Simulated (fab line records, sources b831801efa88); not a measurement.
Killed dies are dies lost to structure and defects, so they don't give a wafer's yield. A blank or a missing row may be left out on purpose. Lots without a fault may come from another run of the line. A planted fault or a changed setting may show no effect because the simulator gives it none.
A struck lot beside a sound one | flow sky130 | 17 steps out of a route of 708
Sound: wafers L249.1, L249.5, L249.6. Struck: wafers L260.5, L260.6. The cause comes at the end.
At each step with rows: each side's tool, then ch and its chambers, then its first start. Under that, the readings that differ: sound wafers | struck wafers | difference of the means | sigmas: that difference in standard deviations of wafers without a fault.
alike: readings whose means differ by less than 2 such deviations, and words and numbers that are the same on both sides. not compared: withheld readings, readings that some wafer has no value for, bounds like >300 that may hide the same value, and numbers for which the record gives no deviation and whose values overlap.
The two part at a step that has a row with sigmas, a row that says differs or no value, or rows on one side only. Numbers that don't overlap but have no deviation are shown without sigmas and don't part them. A reading that every wafer of one side lacks parts them only if that side has two wafers or more.

first, 1 step without rows for these wafers: SKY_FIELD_ISO_DEVELOP_12 (develop time 60 s).
SKY_FIELD_ISO_CD_MEAS_13: target cd 150 nm.
  sound on cd_sem-02, day 2 08:53; struck on cd_sem-02, day 4 19:28
  reading    | sound             | struck      | difference | sigmas
  cd_nm (nm) | 149.8 152.2 149.6 | 147.8 147.9 | -2.7       | -2
SKY_FIELD_ISO_ETCH_14: etches BARC in N2/H2, stops on SiO2, time 45.9 s, target depth 60 nm.
  sound on rie_diel-02 ch 0,1,3, day 2 09:01; struck on rie_diel-03 ch 2,3, day 4 19:32
  alike: drypump_motor_current_A, oes_product_au, throttle_valve_pct
  not compared: rf_hours_counter_h
SKY_FIELD_ISO_ETCH_15: etches the open film in CHF3/O2, stops on Si, target depth 180 nm, time 72 s.
  sound on rie_diel-02 ch 0,1,3, day 2 09:04; struck on rie_diel-03 ch 2,3, day 4 19:35
  alike: O2_flow_sccm, drypump_motor_current_A, oes_product_au, throttle_valve_pct
  not compared: rf_hours_counter_h
SKY_FIELD_ISO_STRIP_16: strips in O2/N2.
  sound on plasma_asher-02 ch 0,1, day 2 09:07; struck on plasma_asher-04 ch 0,1, day 4 19:41
  alike: drypump_motor_current_A, o2_flow_sccm, oes_product_au, strip_time_to_endpoint_s
  not compared: rf_hours_counter_h
SKY_FIELD_ISO_ETCH_17: etches Si in HBr/Cl2/O2, target depth 342 nm, time 97.7 s.
  sound on rie_si-02 ch 1,2, day 2 09:13; struck on rie_si-02 ch 0,3, day 4 19:45
  reading                     | sound       | struck  | difference | sigmas
  drypump_motor_current_A (A) | 5.9 6.3 6.0 | 5.6 5.2 | -0.7       | -2
  alike: O2_flow_sccm, oes_product_au, throttle_valve_pct
  not compared: rf_hours_counter_h
then, 5 steps without rows for these wafers: SKY_FIELD_ISO_WET_ETCH_18 (etches Si3N4 in H3PO4, target depth 25 nm, time 286 s); SKY_FIELD_ISO_CLEAN_19 (cleans in SC1/SC2, time 150 s); SKY_FIELD_ISO_CLEAN_20 (cleans in dHF, time 20 s); SKY_FIELD_ISO_WET_ETCH_21 (etches SiO2 in dHF, target depth 20 nm, time 400 s); SKY_FIELD_ISO_OXIDATION_22 (stabilise 600 s, purge 300 s, target thk 10 nm).
SKY_FIELD_ISO_THK_MEAS_23:
  sound on film_metro-03, day 2 11:01; struck on film_metro-02, day 4 21:16
  alike: FIELD_ISO_OXIDATION_01_THK
SKY_FIELD_ISO_CVD_24: deposits SiO2, target thk 595 nm, time 99.2 s.
  sound on hdpcvd-02 ch 0,2, day 2 11:05; struck on hdpcvd-02 ch 0,1, day 4 21:20
  reading                                    | sound         | struck    | difference | sigmas
  model.SiO2_of_FIELD_ISO_CVD_24.thk_nm (nm) | 601 595 594.1 | 844.9 850 | +250.8     |
SKY_FIELD_ISO_THK_MEAS_25:
  sound on film_metro-02, day 2 11:10; struck on film_metro-03, day 4 21:38
  reading                   | sound       | struck  | difference | sigmas
  FIELD_ISO_CVD_24_THK (nm) | 601 595 594 | 845 850 | +251       | +39
  not compared: hold
SKY_FIELD_ISO_CMP_27: polishes, stops on Si3N4, t overpolish 16 s, target thk 457.8 nm.
  sound on cmp-01 ch 0,2,3, day 2 12:49; struck on cmp-01 ch 1,2, day 5 01:58
  reading                | sound       | struck  | difference | sigmas
  time_to_endpoint_s (s) | 111 104 105 | 154 155 | +48        | +13
  alike: motor_current_A, slurry_flow_ml_min
then, 1 step without rows for these wafers: SKY_FIELD_ISO_WET_ETCH_28 (etches SiO2 in dHF, target depth 23.7 nm, time 47 s).
-- the record jumps here: 45 days lie between the struck wafers' starts before and after (it left off in module FIELD_ISO and takes up again in module PAD_OPEN, whose first step shown is number 708 of the route) --
SKY_PAD_OPEN_PROBE_99:
  the record has rows for the struck wafers here (prober-01, day 50 13:01) and none for the sound ones

WHERE THEY PART
First at SKY_FIELD_ISO_CD_MEAS_13; last, within this record, at SKY_PAD_OPEN_PROBE_99.

WHY: what the simulator had put in
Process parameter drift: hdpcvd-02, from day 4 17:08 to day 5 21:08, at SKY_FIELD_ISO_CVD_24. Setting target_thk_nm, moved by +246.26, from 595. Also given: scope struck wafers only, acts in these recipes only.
